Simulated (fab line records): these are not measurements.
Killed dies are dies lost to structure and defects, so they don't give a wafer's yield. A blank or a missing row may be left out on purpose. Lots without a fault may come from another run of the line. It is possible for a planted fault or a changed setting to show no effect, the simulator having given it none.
Chamber matching | flow sky130 | SKY_PASSIVATION_CVD_00 on pecvd-04 has 3 sister chambers
The step deposits SiO2, target thk 90 nm. 6 wafers are shown with their chamber, then 7 later ones without.

## WAFERS WITH THEIR CHAMBER
wafer  | chamber | heater power w (W)
L077.1 | 2       | 540
L081.2 | 0       | 696
L081.3 | 0       | 693
L081.4 | 1       | 662
L088.4 | 1       | 677
L088.5 | 2       | 605

## WAFERS MISSING THEIR CHAMBER
wafer  | heater power w (W)
L088.6 | 649
L092.1 | 575
L092.2 | 574
L092.4 | 583
L097.2 | 628
L097.4 | 737
L097.6 | 631

## EACH ONE'S CHAMBER
wafer  | from the rows above          | in truth
L088.6 | can't be placed: 1 or 0      | 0
L092.1 | 2                            | 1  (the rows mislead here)
L092.2 | 2                            | 2
L092.4 | 2                            | 2
L097.2 | can't be placed: 1 or 2 or 0 | 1
L097.4 | can't be placed: 0 or 1      | 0
L097.6 | can't be placed: 1 or 2 or 0 | 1
Correctly placed: 2 of 7. Not placeable from these rows: 4 (in 4, the candidates include the true chamber). Wrongly placed: 1.
How it was worked out, from the rows above alone: a wafer's distance from a chamber is the root of the sum, over the readings, of the square of ((its reading less the chamber's mean) divided by the reading's scatter). If the next closest chamber is less than 2 further off than the closest, the wafer can't be placed; otherwise it belongs to the closest. For every chamber, the mean is computed from those of its wafers that are shown. The scatter: the root of (the sum of the squares of (reading less its chamber's mean) over the shown wafers, divided by (wafers less chambers)).
